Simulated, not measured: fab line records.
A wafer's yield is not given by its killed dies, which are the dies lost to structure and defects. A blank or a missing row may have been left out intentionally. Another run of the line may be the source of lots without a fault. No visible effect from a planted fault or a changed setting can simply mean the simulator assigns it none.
Which tool was responsible? + flow gf180mcu + 24 lots, 72 wafers sampled, at 5 steps of a route of 602

== WHAT THE GAUGES SHOWED, per wafer ==
GF_M4_CD_MEAS_14: the cd target is 280 nm. Usual: cd nm reads 280.0 nm (standard deviation 1.2).
| lot  | measured     | on        | cd nm (nm)        | flag |
|------|--------------|-----------|-------------------|------|
| L074 | day 23 05:38 | cd sem-01 | 279.8 278.6 278.3 |      |
| L075 | day 23 16:11 | cd sem-01 | 280.5 279.4 279.5 |      |
| L076 | day 24 01:50 | cd sem-02 | 278.6 278.5 277.8 |      |
| L077 | day 24 03:44 | cd sem-01 | 280.5 281.2 281.9 |      |
| L078 | day 24 21:08 | cd sem-02 | 279.4 278.7 278.0 |      |
| L079 | day 25 02:26 | cd sem-01 | 277.6 278.4 278.1 |      |
| L080 | day 25 12:32 | cd sem-01 | 283.3 282.1 282.4 |      |
| L081 | day 26 05:12 | cd sem-02 | 279.0 278.2 278.3 |      |
| L082 | day 26 07:22 | cd sem-01 | 280.2 280.1 280.6 |      |
| L083 | day 26 16:28 | cd sem-01 | 278.8 278.9 279.6 |      |
| L084 | day 27 00:33 | cd sem-01 | 280.4 280.1 280.3 |      |
| L085 | day 27 05:34 | cd sem-01 | 279.0 279.9 279.3 |      |
| L086 | day 27 13:59 | cd sem-01 | 280.3 280.5 280.9 |      |
| L087 | day 27 16:34 | cd sem-01 | 279.5 279.8 279.3 |      |
| L088 | day 28 03:08 | cd sem-01 | 279.4 280.2 279.6 |      |
| L089 | day 28 06:34 | cd sem-01 | 281.1 280.7 280.2 |      |
| L090 | day 28 12:53 | cd sem-01 | 280.1 279.7 280.6 |      |
| L091 | day 28 19:23 | cd sem-01 | 281.0 280.9 280.1 |      |
| L092 | day 29 00:04 | cd sem-02 | 278.8 279.6 279.2 |      |
| L093 | day 29 11:46 | cd sem-01 | 280.9 282.4 282.5 |      |
| L094 | day 29 18:10 | cd sem-01 | 280.5 280.8 279.2 |      |
| L095 | day 30 02:59 | cd sem-02 | 282.3 282.7 281.8 |      |
| L096 | day 30 06:53 | cd sem-01 | 280.6 280.0 280.3 |      |
| L097 | day 30 09:47 | cd sem-01 | 280.8 281.3 280.1 |      |

== EACH LOT AND THE TOOL THAT RAN IT (in order: tool; ch and the chambers of the sampled wafers; start) ==
| lot  | GF_V2_CMP_26                  | GF_M3_SPUTTER_01             | GF_V3_CVD_02                    | GF_V3_CMP_04                  |
|------|-------------------------------|------------------------------|---------------------------------|-------------------------------|
| L074 | cmp-02 ch 0,2,3, day 20 04:21 | pvd sputter-02, day 20 04:39 | pecvd-02 ch 0,1,2, day 21 05:26 | cmp-02 ch 0,3, day 21 05:37   |
| L075 | cmp-01 ch 1,2,3, day 20 14:59 | pvd sputter-01, day 20 15:17 | pecvd-02 ch 0,1, day 21 16:40   | cmp-01 ch 0,2,3, day 21 16:48 |
| L076 | cmp-02 ch 1,2,3, day 21 00:42 | pvd sputter-02, day 21 01:03 | pecvd-02 ch 1,2, day 22 01:41   | cmp-02 ch 0,1,2, day 22 01:49 |
| L077 | cmp-02 ch 0,2,3, day 21 04:36 | pvd sputter-01, day 21 04:57 | pecvd-02 ch 0,1,2, day 22 05:08 | cmp-01 ch 0,1,3, day 22 05:16 |
| L078 | cmp-01 ch 0,3, day 21 22:12   | pvd sputter-03, day 21 22:36 | pecvd-03 ch 0,2, day 22 23:11   | cmp-01 ch 0,1,3, day 22 23:22 |
| L079 | cmp-02 ch 0,1, day 22 03:32   | pvd sputter-02, day 22 03:56 | pecvd-02 ch 0,1, day 23 03:56   | cmp-02 ch 0,1,3, day 23 04:10 |
| L080 | cmp-01 ch 0,2,3, day 22 15:19 | pvd sputter-01, day 22 15:37 | pecvd-04 ch 0,1, day 23 15:37   | cmp-02 ch 0,1,3, day 23 15:53 |
| L081 | cmp-02 ch 0,3, day 23 08:38   | pvd sputter-01, day 23 09:02 | pecvd-02 ch 0,2, day 24 08:11   | cmp-02 ch 2,3, day 24 08:19   |
| L082 | cmp-01 ch 1,2,3, day 23 11:26 | pvd sputter-02, day 23 11:50 | pecvd-04 ch 0,1, day 24 11:11   | cmp-02 ch 0,1,3, day 24 11:22 |
| L083 | cmp-02 ch 0,2, day 23 20:26   | pvd sputter-03, day 23 20:50 | pecvd-02 ch 0,1,2, day 24 20:13 | cmp-02 ch 0,2,3, day 24 20:24 |
| L084 | cmp-02 ch 0,1,3, day 24 05:50 | pvd sputter-03, day 24 06:08 | pecvd-04 ch 1,2, day 25 04:50   | cmp-01 ch 1,3, day 25 05:01   |
| L085 | cmp-01 ch 1,2, day 24 11:38   | pvd sputter-03, day 24 12:02 | pecvd-04 ch 0,1,2, day 25 10:47 | cmp-02 ch 1,2, day 25 10:58   |
| L086 | cmp-01 ch 0,1,2, day 24 18:20 | pvd sputter-01, day 24 18:44 | pecvd-03 ch 1,2, day 25 17:59   | cmp-01 ch 0,2,3, day 25 18:07 |
| L087 | cmp-02 ch 0,1,3, day 24 23:32 | pvd sputter-01, day 24 23:50 | pecvd-04 ch 1,2, day 25 22:20   | cmp-02 ch 0,2,3, day 25 22:28 |
| L088 | cmp-01 ch 1,2,3, day 25 10:46 | pvd sputter-03, day 25 11:10 | pecvd-02 ch 0,1, day 26 09:00   | cmp-02 ch 0,1,2, day 26 09:13 |
| L089 | cmp-01 ch 1,2,3, day 25 14:55 | pvd sputter-01, day 25 15:19 | pecvd-04 ch 1,2, day 26 13:38   | cmp-01 ch 2,3, day 26 13:46   |
| L090 | cmp-01 ch 2,3, day 25 21:53   | pvd sputter-01, day 25 22:14 | pecvd-04 ch 0,1, day 26 19:41   | cmp-02 ch 0,1, day 26 19:49   |
| L091 | cmp-02 ch 0,1, day 26 05:03   | pvd sputter-01, day 26 05:27 | pecvd-04 ch 0,1, day 27 03:22   | cmp-02 ch 1,3, day 27 03:43   |
| L092 | cmp-02 ch 0,1,3, day 26 09:36 | pvd sputter-01, day 26 10:00 | pecvd-04 ch 0,1, day 27 07:26   | cmp-02 ch 0,2, day 27 07:34   |
| L093 | cmp-02 ch 0,2,3, day 26 21:05 | pvd sputter-01, day 26 21:20 | pecvd-02 ch 1,2, day 27 18:25   | cmp-02 ch 0,3, day 27 18:36   |
| L094 | cmp-02 ch 0,2,3, day 27 06:12 | pvd sputter-01, day 27 06:36 | pecvd-03 ch 0,1, day 28 02:53   | cmp-02 ch 0,1,3, day 28 03:01 |
| L095 | cmp-02 ch 0,1, day 27 11:59   | pvd sputter-01, day 27 12:23 | pecvd-03 ch 0,2, day 28 07:56   | cmp-02 ch 1,3, day 28 12:02   |
| L096 | cmp-02 ch 0,3, day 27 16:34   | pvd sputter-03, day 27 16:55 | pecvd-03 ch 0,1,2, day 28 13:26 | cmp-02 ch 0,3, day 28 14:44   |
| L097 | cmp-02 ch 0,1, day 27 22:10   | pvd sputter-01, day 27 22:34 | pecvd-04 ch 0,2, day 28 17:44   | cmp-02 ch 0,1,3, day 28 18:19 |
- GF_V2_CMP_26: polishes, stops on SiO2, t overpolish 15 s, target thk 0 nm.
- GF_M3_SPUTTER_01: material TiN, target thk 30 nm, time 25 s.
- GF_V3_CVD_02: deposits SiO2 from TEOS, target thk 850 nm, time 94.851 s.
- GF_V3_CMP_04: polishes SiO2.

== WHAT THE TOOLS THEMSELVES READ (means of the sampled wafers that have a number; where no wafer has one, the mark that the record gives instead) ==
GF_V2_CMP_26. Usual: motor current A 11.7 A, standard deviation 1.2; overpolish run s 15.000 s, standard deviation 0.0086; time to endpoint s 82 s, standard deviation 3.7.
| lot  | tool   | motor current A (A) | overpolish run s (s) | time to endpoint s (s) | flag |
|------|--------|---------------------|----------------------|------------------------|------|
| L074 | cmp-02 | 11.4                | 15.002               | 77                     |      |
| L075 | cmp-01 | 11.9                | 15.000               | 86                     |      |
| L076 | cmp-02 | 12.3                | 14.996               | 77                     |      |
| L077 | cmp-02 | 11.2                | 14.997               | 77                     |      |
| L078 | cmp-01 | 11.1                | 15.002               | 82                     |      |
| L079 | cmp-02 | 12.7                | 15.006               | 84                     |      |
| L080 | cmp-01 | 11.4                | 15.000               | 82                     |      |
| L081 | cmp-02 | 10.6                | 15.008               | 78                     |      |
| L082 | cmp-01 | 12.0                | 15.001               | 83                     |      |
| L083 | cmp-02 | 11.4                | 15.007               | 83                     |      |
| L084 | cmp-02 | 11.5                | 14.998               | 87                     |      |
| L085 | cmp-01 | 12.0                | 15.001               | 88                     |      |
| L086 | cmp-01 | 11.1                | 14.999               | 89                     |      |
| L087 | cmp-02 | 11.4                | 15.007               | 83                     |      |
| L088 | cmp-01 | 12.1                | 14.998               | 80                     |      |
| L089 | cmp-01 | 12.0                | 14.996               | 83                     |      |
| L090 | cmp-01 | 12.1                | 15.001               | 79                     |      |
| L091 | cmp-02 | 12.2                | 14.991               | 82                     |      |
| L092 | cmp-02 | 11.7                | 15.002               | 82                     |      |
| L093 | cmp-02 | 11.3                | 14.998               | 82                     |      |
| L094 | cmp-02 | 11.4                | 15.000               | 82                     |      |
| L095 | cmp-02 | 12.2                | 14.994               | 82                     |      |
| L096 | cmp-02 | 10.6                | 15.007               | 81                     |      |
| L097 | cmp-02 | 12.0                | 14.997               | 86                     |      |

GF_M3_SPUTTER_01. Usual: cathode dc power W 6500.0 W, standard deviation 1.2; throttle valve pct 30.0 %, standard deviation 0.96.
| lot  | tool           | cathode dc power W (W) | throttle valve pct (%) | flag |
|------|----------------|------------------------|------------------------|------|
| L074 | pvd sputter-02 | 6500.2                 | 31.2                   |      |
| L075 | pvd sputter-01 | 6499.2                 | 29.7                   |      |
| L076 | pvd sputter-02 | 6498.5                 | 31.9                   |      |
| L077 | pvd sputter-01 | 6499.9                 | 29.9                   |      |
| L078 | pvd sputter-03 | 6500.4                 | 29.3                   |      |
| L079 | pvd sputter-02 | 6499.4                 | 31.2                   |      |
| L080 | pvd sputter-01 | 6500.6                 | 29.8                   |      |
| L081 | pvd sputter-01 | 6498.0                 | 30.4                   |      |
| L082 | pvd sputter-02 | 6499.2                 | 30.3                   |      |
| L083 | pvd sputter-03 | 6500.5                 | 28.7                   |      |
| L084 | pvd sputter-03 | 6500.2                 | 29.3                   |      |
| L085 | pvd sputter-03 | 6500.3                 | 28.8                   |      |
| L086 | pvd sputter-01 | 6498.9                 | 30.0                   |      |
| L087 | pvd sputter-01 | 6500.1                 | 29.9                   |      |
| L088 | pvd sputter-03 | 6500.5                 | 28.7                   |      |
| L089 | pvd sputter-01 | 6499.7                 | 29.9                   |      |
| L090 | pvd sputter-01 | 6500.1                 | 30.3                   |      |
| L091 | pvd sputter-01 | 6499.7                 | 29.9                   |      |
| L092 | pvd sputter-01 | 6498.3                 | 29.8                   |      |
| L093 | pvd sputter-01 | 6500.3                 | 30.0                   |      |
| L094 | pvd sputter-01 | 6500.3                 | 30.2                   |      |
| L095 | pvd sputter-01 | 6500.7                 | 29.7                   |      |
| L096 | pvd sputter-03 | 6500.5                 | 29.5                   |      |
| L097 | pvd sputter-01 | 6501.3                 | 30.1                   |      |

GF_V3_CVD_02. Usual: heater power w reads 635 W (standard deviation 78).
| lot  | tool     | heater power w (W) | flag |
|------|----------|--------------------|------|
| L074 | pecvd-02 | 625                |      |
| L075 | pecvd-02 | 690                |      |
| L076 | pecvd-02 | 663                |      |
| L077 | pecvd-02 | 621                |      |
| L078 | pecvd-03 | 657                |      |
| L079 | pecvd-02 | 634                |      |
| L080 | pecvd-04 | 670                |      |
| L081 | pecvd-02 | 548                |      |
| L082 | pecvd-04 | 597                |      |
| L083 | pecvd-02 | 625                |      |
| L084 | pecvd-04 | 668                |      |
| L085 | pecvd-04 | 580                |      |
| L086 | pecvd-03 | 546                |      |
| L087 | pecvd-04 | 673                |      |
| L088 | pecvd-02 | 685                |      |
| L089 | pecvd-04 | 667                |      |
| L090 | pecvd-04 | 655                |      |
| L091 | pecvd-04 | 612                |      |
| L092 | pecvd-04 | 676                |      |
| L093 | pecvd-02 | 651                |      |
| L094 | pecvd-03 | 740                |      |
| L095 | pecvd-03 | 615                |      |
| L096 | pecvd-03 | 663                |      |
| L097 | pecvd-04 | 638                |      |

GF_V3_CMP_04. Usual: motor current A 12.8 A, standard deviation 1.3; time to endpoint s 76 s, standard deviation 4.7.
| lot  | tool   | motor current A (A) | time to endpoint s (s) | flag |
|------|--------|---------------------|------------------------|------|
| L074 | cmp-02 | 11.8                | 73                     |      |
| L075 | cmp-01 | 13.0                | 72                     |      |
| L076 | cmp-02 | 12.5                | 71                     |      |
| L077 | cmp-01 | 12.0                | 76                     |      |
| L078 | cmp-01 | 11.8                | 79                     |      |
| L079 | cmp-02 | 12.8                | 76                     |      |
| L080 | cmp-02 | 12.8                | 77                     |      |
| L081 | cmp-02 | 12.5                | 76                     |      |
| L082 | cmp-02 | 12.9                | 75                     |      |
| L083 | cmp-02 | 12.1                | 82                     |      |
| L084 | cmp-01 | 12.3                | 73                     |      |
| L085 | cmp-02 | 14.0                | 77                     |      |
| L086 | cmp-01 | 13.0                | 67                     |      |
| L087 | cmp-02 | 12.4                | 74                     |      |
| L088 | cmp-02 | 12.9                | 77                     |      |
| L089 | cmp-01 | 13.5                | 73                     |      |
| L090 | cmp-02 | 12.6                | 83                     |      |
| L091 | cmp-02 | 13.1                | 77                     |      |
| L092 | cmp-02 | 12.7                | 77                     |      |
| L093 | cmp-02 | 11.7                | 73                     |      |
| L094 | cmp-02 | 12.9                | 75                     |      |
| L095 | cmp-02 | 13.8                | 77                     |      |
| L096 | cmp-02 | 11.9                | 78                     |      |
| L097 | cmp-02 | 12.4                | 75                     |      |

== THE ANSWER, worked out from the rows above alone ==
Rule: lot off if the mean of its wafers having a number is beyond 3 standard deviations from the usual mean. A lot without any number at a reading at which 4 lots or more have one is off too. Where the step has rows for the other lots, those lots are counted as sound. Order of review: gauges by route order, followed by the tools' own readings, for which a lot's mean as printed above is used. The first step at which some lot is off is used, and at that step the reading that is off furthest; a lot without a number counts as furthest.
Nothing can be told from this: no lot is off at any reading shown.

== WHAT THE SIMULATOR HAD PUT IN ==
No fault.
